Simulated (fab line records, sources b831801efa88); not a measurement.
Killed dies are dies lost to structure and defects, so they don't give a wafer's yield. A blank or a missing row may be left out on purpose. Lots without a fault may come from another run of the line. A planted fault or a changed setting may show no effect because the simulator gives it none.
Problem report in the 8D (eight disciplines) form, filled by code | flow gf180mcu | the parts of the form that need people (team, actions taken, sign-off) are left out

1. THE PROBLEM
run_length_s at GF_M3_SOFTBAKE_10 reads a mean of 91.35 s on 6 wafers of 2 lots; wafers without a fault read 88.93 s with a standard deviation of 0.11. That is +22 standard deviations from the usual mean.
The step: time 60 s.
First seen on wafer L471.1, day 27 08:07, on litho_track-02. The record holds 42 wafers of 14 lots with a number at this step. Rule for "out", or "out of limits": more than 4 standard deviations from the usual mean. The other wafers with a number count as sound.

2. WHAT IT IS AND WHAT IT IS NOT
question                    | is                     | is not
which readings at this step | run_length_s           | -
which lots                  | L471, L472             | L452, L454, L455, L456, L457, L458, L460, L462, L464, L466, L467, L475
which wafers of those lots  | all that have a number | -
read on which tools         | litho_track-02         | litho_track-03, litho_track-04
when                        | from day 27 08:07      | up to then (33 sound wafers); but 3 sound wafers of L475 came after

3. SUSPECTS, AND WHAT RULES EACH OUT
Counting: a tool at a process step up to the reading stays a suspect if it ran every lot that is out and no sound lot after the first of them.
- litho_track-02 at GF_M3_SOFTBAKE_10 (time 60 s): kept. It ran every lot that is out, first L471 (day 27 08:07), and no sound lot after that; its last sound lot up to then is L464 (day 25 12:20). Its own readings are out on those wafers: run_length_s.
Left after counting: litho_track-02 at GF_M3_SOFTBAKE_10.

4. THE CAUSE (what the simulator had put in)
Process parameter drift: litho_track-02, from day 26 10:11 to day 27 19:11, at GF_M3_SOFTBAKE_10. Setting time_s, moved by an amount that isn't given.
Counting left only this tool.

5. THE CHAIN OF EFFECTS, in route order
Each row: a reading whose mean over the struck wafers that have a number lies more than 3 standard deviations from the usual. Only readings for which the record gives a usual standard deviation are gone through. hours: the time from each lot's start at the first step in this table that gives one to its start at this step, as a median over the lots. sigmas: the change in usual standard deviations.
hours | step              | reading      | usual   | on struck wafers | change | sigmas
0     | GF_M3_SOFTBAKE_10 | run_length_s | 88.93 s | 91.35            | +2.42  | +22
The process steps in it:
- GF_M3_SOFTBAKE_10: time 60 s.

6. WHAT WOULD HAVE CAUGHT IT SOONER
In this record the first reading out of limits was taken at day 27 08:07, 22 hours after the fault began at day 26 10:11.
